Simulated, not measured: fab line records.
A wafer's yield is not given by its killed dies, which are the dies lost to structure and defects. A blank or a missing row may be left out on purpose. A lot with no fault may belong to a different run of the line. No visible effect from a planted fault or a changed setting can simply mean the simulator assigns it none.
A lot that was struck, set against a sound lot :: flow sky130 :: 16 steps out of a route of 708
Sound: wafers L534.2, L534.3, L534.5. Struck: wafers L551.3, L551.5, L551.6. Last of all comes the cause.
Order at every step that has rows: each side's tool, ch and its chambers, its first start. Under that, the readings that differ: sound wafers :: struck wafers :: difference of the means :: sigmas: that difference in standard deviations of wafers without a fault.
alike: readings with means less than 2 such deviations apart, plus words and numbers identical on both sides. not compared: withheld readings, readings lacking a value on some wafer, bounds such as >300 that could conceal the same value, and numbers that have no deviation in the record and whose values overlap.
The two part at a step that has a row with sigmas, a row that says differs or no value, or rows on one side only. When numbers do not overlap yet have no deviation, they are printed without sigmas and do not part them. A reading missing from all wafers of one side parts the sides only when that side holds two or more wafers.

first, 3 steps without rows for these wafers: SKY_METAL2_EXPOSE_12 (exposes mask MM2, target cd 140 nm); SKY_METAL2_PEB_13; SKY_METAL2_DEVELOP_14 (develop time 60 s).
SKY_METAL2_CD_MEAS_15: the cd target is 140 nm.
  sound on cdSem-01, day 37 22:26; struck on cdSem-01, day 42 04:26
  alike: cdNm
SKY_METAL2_OVL_MEAS_16:
  sound on overlay-02, day 37 22:32; struck on overlay-01, day 42 04:31
  alike: METAL2_OVL
SKY_METAL2_DESCUM_17: chemistry O2, time 8 s.
  sound on rieMetal-04 ch 0,1, day 37 22:34; struck on rieMetal-02 ch 0,1, day 42 04:34
reading: oesProductAu (a.u.)
sound: 0.994 0.983 0.997
struck: 1.018 1.011 1.012
difference: +0.022
sigmas: +2
  alike: drypumpMotorCurrentA
  not compared: rfHoursCounterH
SKY_METAL2_ETCH_18: etches BARC in N2/H2, stops on SiO2, time 45.9 s, target depth 60 nm.
  sound on rieMetal-04 ch 0,1, day 37 22:36; struck on rieMetal-02 ch 0,1, day 42 04:36
  alike: drypumpMotorCurrentA, oesProductAu, throttleValvePct
  not compared: rfHoursCounterH
SKY_METAL2_METAL_ETCH_19: etches the open film in Cl2/BCl3, stops on SiO2, target depth 360 nm, time 78 s.
  sound on rieMetal-04 ch 0,1, day 37 22:40; struck on rieMetal-02 ch 0,1, day 42 04:40
  alike: bcl3FlowSccm, drypumpMotorCurrentA, oesProductAu, throttleValvePct
  not compared: rfHoursCounterH
SKY_METAL2_STRIP_20: strips in O2/N2.
  sound on plasmaAsher-04 ch 0,1, day 37 22:46; struck on plasmaAsher-04 ch 0,1, day 42 04:46
  alike: drypumpMotorCurrentA, oesProductAu, stripTimeToEndpointS
  not compared: rfHoursCounterH
then, 3 steps without rows for these wafers: SKY_METAL2_STRIP_21 (strips in post etch residue remover, time 1200 s); SKY_METAL2_CLEAN_22 (cleans in IPA, time 180 s); SKY_METAL2_CLEAN_23 (cleans in O3/DIW).
SKY_VIA2_HDPCVD_00: deposits SiO2, target thk 1180 nm, time 196.7 s.
  sound on hdpcvd-02 ch 1,2, day 37 23:21; struck on hdpcvd-01 ch 0,2, day 42 05:50
reading: model.SiO2_of_VIA2_HDPCVD_00.thkNm (nm)
sound: 1177 1169 1174
struck: 820.6 809.8 808.2
difference: -360.5
sigmas: 
SKY_VIA2_THK_MEAS_01:
  sound on filmMetro-01, day 37 23:29; struck on filmMetro-02, day 42 05:58
reading: VIA2_HDPCVD_THK (nm)
sound: 1176 1169 1175
struck: 821 810 808
difference: -360
sigmas: -30
SKY_VIA2_CMP_02: polishes SiO2.
  sound on cmp-02 ch 0,1,2, day 37 23:32; struck on cmp-02 ch 0,1,2, day 42 06:10
  alike: headPressurePsi, motorCurrentA
-- the record jumps here: 9 days lie between the struck wafers' starts before and after (it left off in module VIA2 and takes up again in module PAD_OPEN, whose first step shown is number 708 of the route) --
SKY_PAD_OPEN_PROBE_99:
  sound on prober-01, day 48 07:04; struck on prober-02, day 51 08:49
reading: model.etest.met3Comb.leakLog10AUm
sound: -12.06 -11.98 -12.01
struck: -11.97 -11.76 -11.8
difference: +0.17
sigmas: 
  alike: defectLimitedYield, killed_at_M0_to_M3, killed_at_M4_up, killedAtContacts, killedAtFrontEnd, killedAtOther, killedDies, killedOpen, killedShort, sort_bin_3_pad_short, sort_bin_5_function, sort_bin_6_memory, sortNPass, sortYieldPct

WHERE THEY PART
At SKY_METAL2_DESCUM_17 first; at SKY_VIA2_THK_MEAS_01 last (within this record only). Later steps at which nothing parts them and some readings are alike: SKY_VIA2_CMP_02, SKY_PAD_OPEN_PROBE_99.

WHY: what the simulator had put in
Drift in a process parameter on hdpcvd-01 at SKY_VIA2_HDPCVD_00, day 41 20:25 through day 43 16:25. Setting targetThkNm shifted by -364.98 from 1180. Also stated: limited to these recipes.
